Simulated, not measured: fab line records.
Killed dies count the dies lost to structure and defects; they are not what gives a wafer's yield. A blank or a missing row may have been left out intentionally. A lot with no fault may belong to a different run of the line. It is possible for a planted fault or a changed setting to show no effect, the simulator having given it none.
What tool caused it? / flow sky130 / Sampling: 6 lots, 18 wafers, 3 of 708 route steps

WHAT EACH GAUGE READ, for each wafer
SKY_METAL3_OVL_MEAS_14.
lot=L137; measured=day 39 03:17; on=overlay-02; METAL3_OVL (nm)=-8 -7 -5
lot=L145; measured=day 41 20:10; on=overlay-02; METAL3_OVL (nm)=3 5 1
lot=L151; measured=day 43 00:59; on=overlay-01; METAL3_OVL (nm)=5 7 6
lot=L153; measured=day 43 17:52; on=overlay-02; METAL3_OVL (nm)=3 -7 1
lot=L155; measured=day 44 06:35; on=overlay-01; METAL3_OVL (nm)=2 2 -3
lot=L159; measured=day 45 04:56; on=overlay-01; METAL3_OVL (nm)=6 0 -3

WHAT TOOL EACH LOT RAN ON (gives the tool, then ch and the chambers of the sampled wafers, and finally the start)
lot=L137; SKY_METAL3_SPUTTER_04=pvdSputter-04, day 36 23:02; SKY_CAPM_STRIP_14=plasmaAsher-01 ch 0,1, day 38 01:16
lot=L145; SKY_METAL3_SPUTTER_04=pvdSputter-04, day 39 17:56; SKY_CAPM_STRIP_14=plasmaAsher-04 ch 0,1, day 40 19:22
lot=L151; SKY_METAL3_SPUTTER_04=pvdSputter-04, day 41 01:10; SKY_CAPM_STRIP_14=plasmaAsher-01 ch 0,1, day 42 01:34
lot=L153; SKY_METAL3_SPUTTER_04=pvdSputter-04, day 41 18:29; SKY_CAPM_STRIP_14=plasmaAsher-01 ch 0,1, day 42 18:43
lot=L155; SKY_METAL3_SPUTTER_04=pvdSputter-03, day 42 07:47; SKY_CAPM_STRIP_14=plasmaAsher-02 ch 0,1, day 43 07:17
lot=L159; SKY_METAL3_SPUTTER_04=pvdSputter-04, day 43 07:17; SKY_CAPM_STRIP_14=plasmaAsher-04 ch 1, day 44 06:10
- SKY_METAL3_SPUTTER_04: material TiN, target thk 70 nm, time 58.3 s.
- SKY_CAPM_STRIP_14: strips in O2/N2.

THE ANSWER, worked out from the rows above alone
Rule: the usual values come from the lots themselves. Put in order of their means at a reading, lots are off if they are a third of the lots or fewer, leave a main group of 4 or more, and stand apart from it by a gap of 3 or more times the standard deviation of the main group's means; of several such gaps the widest counts. Not used: any main group whose means are identical at the precision the tables above print for the reading. A lot without any number at a reading at which 4 lots or more have one is off too. The other lots that the step has rows for count as sound.
None of the lots is off at any reading shown; this tells nothing.

WHAT THE SIMULATOR HAD PUT IN
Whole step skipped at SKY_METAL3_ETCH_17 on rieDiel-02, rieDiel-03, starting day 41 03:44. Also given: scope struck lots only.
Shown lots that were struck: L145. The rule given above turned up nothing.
